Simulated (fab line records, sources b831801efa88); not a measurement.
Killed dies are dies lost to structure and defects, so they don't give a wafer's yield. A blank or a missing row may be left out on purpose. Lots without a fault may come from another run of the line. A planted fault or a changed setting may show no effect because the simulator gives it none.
fab line records | flow sky130
record lots=12 wafers=36 last_day=50
route steps=708 shown VIA4@640 METAL5@661 PAD_OPEN@701
lots that met no fault: from a run of the same line without faults
start_h: hours from the record's first day to the start of the lot's first wafer shown | wait_h: hours since the lot's step before | " the same as in the row above | L1.1+2: a row that stands for several wafers | - no value, or no start given | * or withheld: withheld | < > ~ a bound
route shown NAME@n: a module of which the file shows steps, and the number in the route of the first | usual: mean/standard deviation of fault-free wafers | same: alike in all rows | chamber/n: place in a boat | sites: the reading at each site | _std_site: their standard deviation | _edge_site: outer sites' mean less inner sites' | radius_mm: how far each site lies from the wafer's centre | mask NAME#n: copy n | behind: the tool/chamber that last shaped the wafer | hold: why the lot was held/for how many hours/how that ended | device: the transistor (n, p or np) that didn't switch | end of line: the same wafers' tests at the end of the route | a step without rows: its recipe alone | killed: dies lost to structure and defects at the first sort, not the wafer's yield | map: a wafer's dies, x killed, . not, _ none there
set.NAME: the setting as run; set.NAME@STEP: as run at that earlier step | model.NAME: the simulator's own value behind a step, which no gauge read
steps of the route over a sample of lots; a table a step, a row a wafer
services: from which hour (start_h, from the record's first day; less than 0 if before it) a tool's chamber was out of use, for how many hours, and why
## steps
# step SKY_VIA4_THK_MEAS_01
# recipe reads=SiO2_of_VIA4_HDPCVD_00
# usual VIA4_HDPCVD_THK=1765/15
# columns lot.wafer tool chamber start_h wait_h VIA4_HDPCVD_THK[nm]
L457.2 film_metro-04 - 969.39 0.1 1755
L457.5 " - " " 1767
L457.6 " - " " 1776
L458.2 film_metro-03 - 976.38 0.1 1743
L458.4 " - " " 1743
L458.6 " - " " 1765
L463.1 film_metro-04 - 1025.39 0.1 1758
L463.3 " - " " 1766
L463.5 " - " " 1767
L464.2 film_metro-01 - 1026.94 0.1 1766
L464.5 " - " " 1742
L464.6 " - " " 1758
L467.2 film_metro-04 - 1046.03 0.1 1769
L467.4 " - " " 1754
L467.6 " - " " 1753
L468.1 film_metro-03 - 1056.49 0.1 1773
L468.2 " - " " 1789
L468.4 " - " " 1778
L473.4 film_metro-03 - 1076.21 0.0 1759
L473.5 " - " " 1781
L473.6 " - " " 1785
L475.3 film_metro-04 - 1086.90 0.1 1761
L475.5 " - " " 1765
L475.6 " - " " 1746
L476.1 film_metro-01 - 1105.88 0.1 1718
L476.4 " - " " 1740
L476.5 " - " " 1769
L478.1 film_metro-03 - 1119.32 0.1 1788
L478.4 " - " " 1779
L478.5 " - " " 1794
L480.1 film_metro-03 - 1123.42 0.1 1763
L480.4 " - " " 1760
L480.5 " - " " 1765
L479.2 film_metro-04 - 1123.93 0.1 1745
L479.5 " - " " 1759
L479.6 " - " " 1776
# step SKY_METAL5_SPUTTER_00
# recipe material=Ti target_thk_nm=15 power_w=3000 time_s=10 chamber_pressure_pa=0.4
# usual throttle_valve_pct=29.6/0.84
# columns lot.wafer tool chamber start_h wait_h throttle_valve_pct
L457.2 pvd_sputter-02 - 994.82 0.2 28.5
L457.5 " - " " 29.6
L457.6 " - " " 31.5
L458.2 pvd_sputter-03 - 1000.27 0.2 29.4
L458.4 " - " " 29.3
L458.6 " - " " 30.0
L463.1 pvd_sputter-02 - 1049.31 0.1 31.6
L463.3 " - " " 29.4
L463.5 " - " " 29.4
L464.2 pvd_sputter-02 - 1050.57 0.1 29.2
L464.5 " - " " 29.4
L464.6 " - " " 28.8
L467.2 pvd_sputter-02 - 1069.27 0.2 28.9
L467.4 " - " " 31.5
L467.6 " - " " 28.9
L468.1 pvd_sputter-03 - 1079.61 0.1 29.2
L468.2 " - " " 29.7
L468.4 " - " " 29.1
L473.4 pvd_sputter-01 - 1099.37 0.2 30.1
L473.5 " - " " 29.0
L473.6 " - " " 28.3
L475.3 pvd_sputter-01 - 1107.76 0.1 29.1
L475.5 " - " " 30.1
L475.6 " - " " 29.2
L476.1 pvd_sputter-03 - 1126.50 0.1 30.1
L476.4 " - " " 29.2
L476.5 " - " " 30.2
L478.1 pvd_sputter-02 - 1139.76 0.1 31.6
L478.4 " - " " 29.2
L478.5 " - " " 28.8
L480.1 pvd_sputter-01 - 1143.60 0.1 29.1
L480.4 " - " " 30.1
L480.5 " - " " 28.0
L479.2 pvd_sputter-02 - 1143.90 0.2 31.6
L479.5 " - " " 28.8
L479.6 " - " " 29.4
# step SKY_METAL5_SPUTTER_03
# recipe material=Ti target_thk_nm=5 power_w=3000 time_s=3.3 chamber_pressure_pa=0.4
# usual throttle_valve_pct=29.6/0.83
# columns lot.wafer tool chamber start_h wait_h throttle_valve_pct
L457.2 pvd_sputter-02 - 994.92 0.0 28.7
L457.5 " - " " 29.7
L457.6 " - " " 31.5
L458.2 pvd_sputter-03 - 1000.36 0.0 29.5
L458.4 " - " " 29.2
L458.6 " - " " 29.9
L463.1 pvd_sputter-02 - 1049.41 0.0 31.5
L463.3 " - " " 29.5
L463.5 " - " " 29.1
L464.2 pvd_sputter-02 - 1050.66 0.0 29.4
L464.5 " - " " 29.3
L464.6 " - " " 28.6
L467.2 pvd_sputter-02 - 1069.37 0.0 28.8
L467.4 " - " " 31.5
L467.6 " - " " 28.8
L468.1 pvd_sputter-03 - 1079.71 0.0 29.2
L468.2 " - " " 30.1
L468.4 " - " " 29.4
L473.4 pvd_sputter-01 - 1099.47 0.0 30.4
L473.5 " - " " 28.8
L473.6 " - " " 28.2
L475.3 pvd_sputter-01 - 1107.86 0.0 29.0
L475.5 " - " " 30.1
L475.6 " - " " 29.1
L476.1 pvd_sputter-03 - 1126.60 0.0 30.0
L476.4 " - " " 29.4
L476.5 " - " " 29.9
L478.1 pvd_sputter-02 - 1139.85 0.0 31.7
L478.4 " - " " 29.2
L478.5 " - " " 29.0
L480.1 pvd_sputter-01 - 1143.70 0.0 29.0
L480.4 " - " " 30.3
L480.5 " - " " 28.2
L479.2 pvd_sputter-02 - 1144.00 0.0 31.4
L479.5 " - " " 28.8
L479.6 " - " " 29.5
# step SKY_PAD_OPEN_ETCH_07
# recipe chemistry=CF4/O2 target_depth_nm=725 stop_on=AlCu source_w=800 bias_w=150 pressure_mtorr=150 cf4_flow_sccm=80 O2_flow_sccm=10 time_s=161.1
# usual cf4_flow_sccm=79.97/0.24 drypump_motor_current_A=5.7/0.45 oes_product_au=0.979/0.0072 throttle_valve_pct=5.965/0.0096
# columns lot.wafer tool chamber start_h wait_h cf4_flow_sccm drypump_motor_current_A oes_product_au rf_hours_counter_h throttle_valve_pct
L457.2 rie_diel-02 3 1062.92 - 79.98 5.5 0.970 29 5.975
L457.5 " 1 " " 79.82 5.5 0.981 - 5.974
L457.6 " 2 " " 79.87 6.5 0.981 - 5.957
L458.2 rie_diel-04 2 1067.27 - 79.74 6.2 0.975 10 5.966
L458.4 " 0 " " 79.94 6.3 0.980 3 5.962
L458.6 " 0 " " 79.76 6.3 0.977 - 5.961
L463.1 rie_diel-01 1 1112.14 - 79.80 5.5 0.971 24 5.964
L463.3 " 0 " " 79.42 5.3 0.976 24 5.955
L463.5 " 1 " " 79.95 5.6 0.985 - 5.969
L464.2 rie_diel-02 1 1113.09 - 80.04 5.5 0.972 26 5.963
L464.5 " 1 " " 80.41 5.6 0.987 - 5.978
L464.6 " 0 " " 80.07 5.5 0.977 - 5.971
L467.2 rie_diel-01 0 1130.79 - 79.88 5.3 0.980 25 5.975
L467.4 " 1 " " 79.94 5.5 0.985 25 5.959
L467.6 " 1 " " 80.41 5.5 0.981 - 5.955
L468.1 rie_diel-01 1 1138.92 - 80.40 5.5 0.967 25 5.967
L468.2 " 0 " " 80.01 5.3 0.975 25 5.966
L468.4 " 2 " " 80.19 5.6 0.978 20 5.978
L473.4 rie_diel-01 2 1157.09 - 80.05 5.6 0.987 21 5.960
L473.5 " 0 " " 80.02 5.3 0.993 - 5.970
L473.6 " 3 " " 79.87 5.5 0.965 - 5.961
L475.3 rie_diel-02 0 1163.37 - 80.44 5.5 0.980 4 5.966
L475.5 " 0 " " 79.88 5.5 0.984 - 5.978
L475.6 " 1 " " 79.91 5.6 0.986 - 5.963
L476.1 rie_diel-04 1 1180.12 - 79.99 4.7 0.971 27 5.969
L476.4 " 3 " " 80.01 5.8 0.981 22 5.969
L476.5 " 1 " " 80.34 4.7 0.977 - 5.969
L478.1 rie_diel-02 3 1190.69 - 79.74 5.6 0.973 2 5.947
L478.4 " 1 " " 79.93 5.5 0.985 30 5.963
L478.5 " 3 " " 80.05 5.5 0.976 - 5.952
L480.1 rie_diel-02 3 1193.67 - 79.84 5.5 0.970 2 5.973
L480.4 " 1 " " 80.07 5.6 0.986 30 5.981
L480.5 " 0 " " 80.11 5.5 0.982 - 5.964
L479.2 rie_diel-04 2 1194.67 - 80.01 6.2 0.973 14 5.953
L479.5 " 1 " " 80.18 4.7 0.974 - 5.946
L479.6 " 0 " " 80.20 6.4 0.972 - 5.971
# step SKY_PAD_OPEN_PROBE_99
# usual defect_limited_yield=82.3/1.9 killed_at_M0_to_M3=44/6.9 killed_at_M4_up=3.0/1.5 killed_at_contacts=24/5.2 killed_at_front_end=15/4.1 killed_at_other=0.4/0.62 killed_dies=87/9.6 killed_open=47/7 killed_short=40/6.2 sort_bin_3_pad_short=0.9/0.43 sort_bin_5_function=10.5/1.4 sort_bin_6_memory=6.4/1.2 sort_n_pass=405/9.6 sort_yield_pct=82.3/1.9
# same gross_dies=492 killed_at_back_side=0 sort_bin_4_leakage[%]=0 sort_bin_8_speed[%]=0
# columns lot.wafer tool chamber start_h wait_h hold defect_limited_yield[%] killed_at_M0_to_M3 killed_at_M4_up killed_at_contacts killed_at_front_end killed_at_other killed_dies killed_open killed_short sort_bin_3_pad_short[%] sort_bin_5_function[%] sort_bin_6_memory[%] sort_n_pass sort_yield_pct[%]
L457.2 prober-01 - 1065.29 0.1 - 81.7 40 4 24 22 0 90 48 41 1.6 8.9 7.7 402 81.7
L457.5 prober-01 - 1065.44 0.2 - 81.5 49 3 25 14 0 91 46 45 1.2 12.0 5.3 401 81.5
L457.6 prober-01 - 1065.49 0.2 - 82.1 40 1 28 19 0 88 56 30 0.8 12.0 5.1 404 82.1
L458.2 prober-02 - 1069.67 0.1 - 78.9 51 7 24 19 3 104 51 49 0.4 11.0 9.8 388 78.9
L458.4 prober-02 - 1069.77 0.2 - 83.9 43 4 20 11 1 79 40 38 0.6 10.2 5.3 413 83.9
L458.6 prober-02 - 1069.87 0.2 - 80.5 45 5 24 21 1 96 47 47 0.2 11.4 7.9 396 80.5
L463.1 prober-01 - 1114.46 0.1 await_dispo/1.2h/release 77.4 34 46 21 8 2 111 34 32 1.2 14.0 7.3 381 77.4
L463.3 prober-01 - 1114.56 0.2 await_dispo/1.2h/release 74.6 39 43 30 13 0 125 47 37 1.0 16.3 8.1 367 74.6
L463.5 prober-01 - 1114.66 0.2 await_dispo/1.2h/release 75.6 39 48 24 9 0 120 38 37 3.7 13.6 7.1 372 75.6
L464.2 prober-02 - 1116.01 0.1 await_dispo/4.5h/release 77.6 27 47 29 7 0 110 34 33 1.6 15.2 5.5 382 77.6
L464.5 prober-02 - 1116.16 0.2 await_dispo/4.5h/release 72.2 42 50 30 15 0 137 44 48 2.6 16.9 8.3 355 72.2
L464.6 prober-02 - 1116.21 0.2 await_dispo/4.5h/release 77.4 28 48 24 11 0 111 34 32 2.4 14.8 5.3 381 77.4
L467.2 prober-01 - 1133.16 0.1 await_dispo/4.0h/release 75.8 42 42 25 10 0 119 43 37 1.6 16.5 6.1 373 75.8
L467.4 prober-01 - 1133.26 0.2 await_dispo/4.0h/release 74.0 45 43 27 13 0 128 53 34 1.6 14.6 9.8 364 74.0
L467.6 prober-01 - 1133.36 0.2 await_dispo/4.0h/release 74.2 46 47 23 11 0 127 43 39 2.0 15.9 7.9 365 74.2
L468.1 prober-02 - 1141.23 0.1 - 82.5 43 6 25 12 0 86 36 49 0.6 9.8 7.1 406 82.5
L468.2 prober-02 - 1141.28 0.1 - 80.5 48 3 24 20 1 96 54 42 1.2 11.4 6.9 396 80.5
L468.4 prober-02 - 1141.38 0.2 - 84.1 38 5 18 17 0 78 36 42 1.4 8.5 5.9 414 84.1
L473.4 prober-01 - 1160.27 0.2 - 82.1 44 2 25 16 1 88 54 33 1.0 10.8 6.1 404 82.1
L473.5 prober-01 - 1160.32 0.2 - 80.1 57 3 28 10 0 98 56 42 0.4 11.2 8.3 394 80.1
L473.6 prober-01 - 1160.37 0.2 - 84.1 40 6 21 10 1 78 39 39 0.6 10.0 5.3 414 84.1
L475.3 prober-02 - 1165.79 0.2 - 78.7 41 4 35 23 2 105 51 53 0.6 11.4 9.3 387 78.7
L475.5 prober-02 - 1165.89 0.2 - 80.1 53 2 29 14 0 98 51 47 0.6 13.0 6.3 394 80.1
L475.6 prober-02 - 1165.94 0.2 - 83.3 40 1 26 15 0 82 49 32 0.6 9.6 6.5 410 83.3
L476.1 prober-01 - 1182.45 0.1 - 82.5 44 4 20 16 2 86 47 39 1.2 10.6 5.7 406 82.5
L476.4 prober-01 - 1182.60 0.2 - 84.1 47 3 17 10 1 78 41 37 0.6 8.7 6.5 414 84.1
L476.5 prober-01 - 1182.65 0.2 - 82.7 38 4 25 18 0 85 39 44 1.2 9.8 6.3 407 82.7
L478.1 prober-02 - 1193.01 0.1 - 79.3 55 4 33 9 1 102 61 41 0.6 11.2 8.9 390 79.3
L478.4 prober-02 - 1193.16 0.2 - 80.9 46 4 31 13 0 94 55 39 0.6 11.4 7.1 398 80.9
L478.5 prober-02 - 1193.21 0.2 - 83.5 44 4 19 14 0 81 46 35 0.8 9.8 5.9 411 83.5
L480.1 prober-01 - 1196.14 0.1 - 80.3 41 6 31 16 3 97 49 48 1.2 11.4 7.1 395 80.3
L480.4 prober-01 - 1196.29 0.2 - 79.9 55 1 24 18 1 99 50 48 1.0 12.0 7.1 393 79.9
L480.5 prober-01 - 1196.34 0.2 - 82.7 45 2 21 17 0 85 47 38 1.4 9.1 6.7 407 82.7
L479.2 prober-02 - 1197.04 0.1 - 79.5 45 4 32 20 0 101 51 50 0.6 12.2 7.7 391 79.5
L479.5 prober-02 - 1197.19 0.2 - 84.3 34 3 22 18 0 77 43 34 0.2 8.9 6.5 415 84.3
L479.6 prober-02 - 1197.24 0.2 - 80.1 46 3 27 21 1 98 53 45 0.8 12.2 6.9 394 80.1
# killed by level:class
L457.2 CONTACT:geometric_particle:open=8 LOCAL_INTERCONNECT:geometric_particle:short=7 FIELD_ISO:geometric_particle:short=6 LI_CONTACT:geometric_particle:open=6 VIA1:geometric_particle:open=6 VIA1:geometric_particle:short=5 METAL2:geometric_particle:short=5 VIA2:geometric_particle:open=5
L457.5 VIA1:geometric_particle:open=12 CONTACT:geometric_particle:open=9 LI_CONTACT:geometric_particle:open=8 VIA1:geometric_particle:short=8 CONTACT:geometric_particle:short=6 POLY_GATE:geometric_particle:short=5 VIA2:geometric_particle:open=5 METAL1:geometric_particle:short=5
L457.6 CONTACT:geometric_particle:open=12 FIELD_ISO:geometric_particle:open=9 VIA1:geometric_particle:open=9 LI_CONTACT:geometric_particle:open=7 CONTACT:geometric_particle:short=6 VIA3:geometric_particle:open=6 METAL1:geometric_particle:short=4 METAL1:geometric_particle:open=4
L458.2 VIA1:geometric_particle:open=18 LOCAL_INTERCONNECT:geometric_particle:short=7 CONTACT:geometric_particle:open=7 METAL3:geometric_particle:short=7 FIELD_ISO:geometric_particle:open=6 VIA2:geometric_particle:open=6 METAL4:geometric_particle:short=5 FIELD_ISO:geometric_particle:short=4
L458.4 VIA1:geometric_particle:open=19 CONTACT:geometric_particle:short=6 FIELD_ISO:geometric_particle:open=5 CONTACT:geometric_particle:open=5 METAL1:geometric_particle:short=5 METAL2:geometric_particle:short=5 VIA2:geometric_particle:short=5 FIELD_ISO:geometric_particle:short=4
L458.6 CONTACT:geometric_particle:open=10 VIA3:geometric_particle:open=9 METAL2:geometric_particle:short=8 VIA1:geometric_particle:open=8 FIELD_ISO:geometric_particle:short=6 VIA2:geometric_particle:open=6 LI_CONTACT:geometric_particle:open=5 VIA1:geometric_particle:short=5
L463.1 METAL5:unspecified=43 CONTACT:geometric_particle:open=8 VIA1:geometric_particle:open=8 CONTACT:geometric_particle:short=6 VIA1:geometric_particle:short=5 LI_CONTACT:geometric_particle:open=4 VIA3:geometric_particle:short=4 METAL2:geometric_particle:open=3
L463.3 METAL5:unspecified=41 VIA2:geometric_particle:open=14 LI_CONTACT:geometric_particle:open=9 LOCAL_INTERCONNECT:geometric_particle:short=7 CONTACT:geometric_particle:open=6 VIA1:geometric_particle:open=5 POLY_GATE:geometric_particle:open=4 CONTACT:geometric_particle:short=4
L463.5 METAL5:unspecified=45 CONTACT:geometric_particle:open=11 LI_CONTACT:geometric_particle:open=7 METAL1:geometric_particle:short=7 VIA2:geometric_particle:open=7 VIA1:geometric_particle:open=6 FIELD_ISO:geometric_particle:short=4 VIA1:geometric_particle:short=4
L464.2 METAL5:unspecified=43 CONTACT:geometric_particle:open=8 CONTACT:geometric_particle:short=7 LOCAL_INTERCONNECT:geometric_particle:short=6 VIA2:geometric_particle:open=6 VIA1:geometric_particle:open=5 LI_CONTACT:geometric_particle:short=4 LI_CONTACT:geometric_particle:open=4
L464.5 METAL5:unspecified=45 CONTACT:geometric_particle:open=10 VIA1:geometric_particle:short=8 CONTACT:geometric_particle:short=8 METAL1:geometric_particle:short=6 VIA1:geometric_particle:open=6 VIA2:geometric_particle:open=5 FIELD_ISO:geometric_particle:short=5
L464.6 METAL5:unspecified=45 LI_CONTACT:geometric_particle:open=8 CONTACT:geometric_particle:open=7 VIA1:geometric_particle:open=6 METAL2:geometric_particle:short=5 METAL1:geometric_particle:short=4 LOCAL_INTERCONNECT:geometric_particle:short=4 CONTACT:geometric_particle:short=4
L467.2 METAL5:unspecified=39 CONTACT:geometric_particle:open=11 VIA1:geometric_particle:open=9 METAL2:geometric_particle:short=6 VIA3:geometric_particle:open=6 CONTACT:geometric_particle:short=5 VIA1:geometric_particle:short=5 VIA2:geometric_particle:open=5
L467.4 METAL5:unspecified=41 VIA1:geometric_particle:open=12 LI_CONTACT:geometric_particle:open=11 VIA3:geometric_particle:open=7 CONTACT:geometric_particle:open=6 CONTACT:geometric_particle:short=6 METAL2:geometric_particle:short=6 VIA2:geometric_particle:open=6
L467.6 METAL5:unspecified=45 VIA3:geometric_particle:open=12 VIA1:geometric_particle:open=9 CONTACT:geometric_particle:short=8 METAL2:geometric_particle:short=8 CONTACT:geometric_particle:open=7 VIA2:geometric_particle:open=5 LOCAL_INTERCONNECT:geometric_particle:short=4
L468.1 VIA1:geometric_particle:short=8 CONTACT:geometric_particle:open=7 VIA1:geometric_particle:open=7 VIA2:geometric_particle:open=6 FIELD_ISO:geometric_particle:short=5 LI_CONTACT:geometric_particle:open=5 LI_CONTACT:geometric_particle:short=5 METAL1:geometric_particle:short=5
L468.2 VIA1:geometric_particle:open=12 METAL1:geometric_particle:short=8 VIA3:geometric_particle:open=8 CONTACT:geometric_particle:short=7 CONTACT:geometric_particle:open=7 POLY_GATE:geometric_particle:short=5 LI_CONTACT:geometric_particle:open=5 VIA2:geometric_particle:open=5
L468.4 VIA1:geometric_particle:open=9 CONTACT:geometric_particle:open=8 METAL1:geometric_particle:short=6 FIELD_ISO:geometric_particle:short=5 VIA1:geometric_particle:short=5 FIELD_ISO:geometric_particle:open=4 LI_CONTACT:geometric_particle:open=4 METAL4:geometric_particle:short=4
L473.4 VIA1:geometric_particle:open=14 CONTACT:geometric_particle:open=12 CONTACT:geometric_particle:short=6 VIA2:geometric_particle:open=6 METAL2:geometric_particle:short=5 VIA3:geometric_particle:open=5 SPACER:geometric_particle:open=4 VIA1:geometric_particle:short=4
L473.5 VIA1:geometric_particle:open=14 VIA3:geometric_particle:open=12 CONTACT:geometric_particle:short=9 CONTACT:geometric_particle:open=9 VIA3:geometric_particle:short=7 METAL2:geometric_particle:short=6 METAL1:geometric_particle:short=5 VIA2:geometric_particle:open=5
L473.6 VIA1:geometric_particle:open=8 LI_CONTACT:geometric_particle:open=7 CONTACT:geometric_particle:short=6 METAL2:geometric_particle:short=6 VIA3:geometric_particle:short=6 VIA3:geometric_particle:open=6 METAL4:geometric_particle:short=5 FIELD_ISO:geometric_particle:short=4
L475.3 CONTACT:geometric_particle:open=12 CONTACT:geometric_particle:short=9 POLY_GATE:geometric_particle:open=8 FIELD_ISO:geometric_particle:open=7 VIA1:geometric_particle:open=7 METAL1:geometric_particle:short=7 METAL2:geometric_particle:short=7 LOCAL_INTERCONNECT:geometric_particle:short=6
L475.5 METAL1:geometric_particle:short=10 VIA2:geometric_particle:open=9 CONTACT:geometric_particle:open=8 LI_CONTACT:geometric_particle:open=6 VIA1:geometric_particle:open=6 VIA3:geometric_particle:open=6 FIELD_ISO:geometric_particle:short=5 VIA3:geometric_particle:short=5
L475.6 VIA1:geometric_particle:open=11 LI_CONTACT:geometric_particle:open=9 CONTACT:geometric_particle:open=7 METAL1:geometric_particle:short=7 VIA3:geometric_particle:open=6 FIELD_ISO:geometric_particle:open=4 CONTACT:geometric_particle:short=4 VIA2:geometric_particle:open=4
L476.1 VIA3:geometric_particle:open=11 LI_CONTACT:geometric_particle:open=8 CONTACT:geometric_particle:open=7 VIA1:geometric_particle:open=7 FIELD_ISO:geometric_particle:short=5 POLY_GATE:geometric_particle:short=4 VIA1:geometric_particle:short=4 VIA2:geometric_particle:short=4
L476.4 VIA3:geometric_particle:open=9 VIA2:geometric_particle:open=9 CONTACT:geometric_particle:open=8 METAL1:geometric_particle:short=7 LOCAL_INTERCONNECT:geometric_particle:short=4 VIA1:geometric_particle:short=4 VIA3:geometric_particle:short=4 FIELD_ISO:geometric_particle:open=3
L476.5 CONTACT:geometric_particle:open=8 METAL1:geometric_particle:short=8 LI_CONTACT:geometric_particle:open=7 CONTACT:geometric_particle:short=6 VIA1:geometric_particle:open=6 POLY_GATE:geometric_particle:short=5 VIA3:geometric_particle:open=5 POLY_GATE:geometric_particle:open=4
L478.1 CONTACT:geometric_particle:open=18 VIA1:geometric_particle:open=16 METAL2:geometric_particle:short=7 METAL3:geometric_particle:short=7 LI_CONTACT:geometric_particle:open=6 VIA3:geometric_particle:open=6 VIA1:geometric_particle:short=6 VIA2:geometric_particle:open=6
L478.4 VIA1:geometric_particle:open=13 CONTACT:geometric_particle:open=11 VIA3:geometric_particle:open=11 LI_CONTACT:geometric_particle:open=10 CONTACT:geometric_particle:short=8 FIELD_ISO:geometric_particle:short=6 POLY_GATE:geometric_particle:short=5 METAL1:geometric_particle:short=4
L478.5 VIA1:geometric_particle:open=12 METAL1:geometric_particle:short=8 CONTACT:geometric_particle:open=7 VIA1:geometric_particle:short=6 VIA2:geometric_particle:open=6 VIA3:geometric_particle:open=5 LI_CONTACT:geometric_particle:open=4 LOCAL_INTERCONNECT:geometric_particle:short=4
L480.1 VIA1:geometric_particle:open=10 LOCAL_INTERCONNECT:geometric_particle:short=9 LI_CONTACT:geometric_particle:open=8 FIELD_ISO:geometric_particle:short=7 CONTACT:geometric_particle:open=7 VIA3:geometric_particle:open=7 METAL1:geometric_particle:short=5 VIA1:geometric_particle:short=5
L480.4 VIA1:geometric_particle:open=10 VIA2:geometric_particle:open=9 LOCAL_INTERCONNECT:geometric_particle:short=8 CONTACT:geometric_particle:open=8 METAL2:geometric_particle:short=7 VIA3:geometric_particle:open=7 METAL3:geometric_particle:short=6 FIELD_ISO:geometric_particle:open=5
L480.5 VIA3:geometric_particle:open=10 VIA1:geometric_particle:open=9 METAL1:geometric_particle:short=9 CONTACT:geometric_particle:open=8 LI_CONTACT:geometric_particle:open=7 VIA2:geometric_particle:short=6 FIELD_ISO:geometric_particle:open=4 POLY_GATE:geometric_particle:short=4
L479.2 METAL2:geometric_particle:short=10 FIELD_ISO:geometric_particle:open=9 LI_CONTACT:geometric_particle:open=9 CONTACT:geometric_particle:open=9 LOCAL_INTERCONNECT:geometric_particle:short=8 VIA3:geometric_particle:open=8 METAL1:geometric_particle:short=6 VIA1:geometric_particle:open=6
L479.5 CONTACT:geometric_particle:open=9 VIA1:geometric_particle:open=7 FIELD_ISO:geometric_particle:short=6 VIA2:geometric_particle:open=6 VIA3:geometric_particle:open=6 METAL1:geometric_particle:short=4 LOCAL_INTERCONNECT:geometric_particle:short=4 CONTACT:geometric_particle:short=4
L479.6 VIA1:geometric_particle:open=16 LI_CONTACT:geometric_particle:open=8 CONTACT:geometric_particle:open=7 FIELD_ISO:geometric_particle:short=6 VIA1:geometric_particle:short=6 VIA3:geometric_particle:open=6 CONTACT:geometric_particle:short=5 VIA2:geometric_particle:open=5
## services
# columns tool chamber start_h hours kind
rie_diel-02 2 988.02 15.7 repair
rie_diel-04 3 989.69 9.6 repair
rie_diel-04 1 991.24 2.2 repair
pvd_sputter-02 - 997.43 3.8 repair
pvd_sputter-02 3 1013.46 - consumable_replace:kit
pvd_sputter-02 3 1013.46 18.0 scheduled_down
pvd_sputter-02 3 1013.46 18.0 vent_cycle
rie_diel-04 - 1015.23 2.8 pm
pvd_sputter-01 - 1022.62 5.0 repair
rie_diel-02 2 1037.12 14.6 repair
rie_diel-02 - 1049.09 0.3 repair
rie_diel-04 - 1066.60 0.3 repair
pvd_sputter-02 2 1081.04 - consumable_replace:kit
pvd_sputter-02 2 1081.04 18.0 scheduled_down
pvd_sputter-02 2 1081.04 18.0 vent_cycle
rie_diel-01 2 1109.31 5.3 repair
pvd_sputter-02 - 1123.89 5.4 repair
rie_diel-02 0 1127.08 12.7 repair
rie_diel-04 - 1138.64 15.6 pm
rie_diel-01 - 1139.53 0.9 repair
pvd_sputter-02 - 1147.35 1.1 repair
rie_diel-04 - 1160.90 0.3 repair
rie_diel-02 3 1179.57 6.9 repair
pvd_sputter-01 - 1185.47 4.8 repair
## key
first_sign step=SKY_PAD_OPEN_PROBE_99 reading=killed_at_M4_up direction=up sigmas=29 usual=3.0 struck=46
effect step=SKY_PAD_OPEN_PROBE_99 reading=sort_bin_5_function direction=up sigmas=3.5 usual=10.5 struck=15.3
met_at SKY_METAL5_SPUTTER_03
struck_lots L463,L464,L467
not_acting_at SKY_VIA4_THK_MEAS_01,SKY_METAL5_SPUTTER_00,SKY_PAD_OPEN_ETCH_07
onset_between 994.92 1049.41
fault kind=chamber_particle_source tool=pvd_sputter-02 chamber=- onset_h=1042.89 steps=SKY_METAL5_SPUTTER_03 rate_per_visit_cm2=0.44003 end_h=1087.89
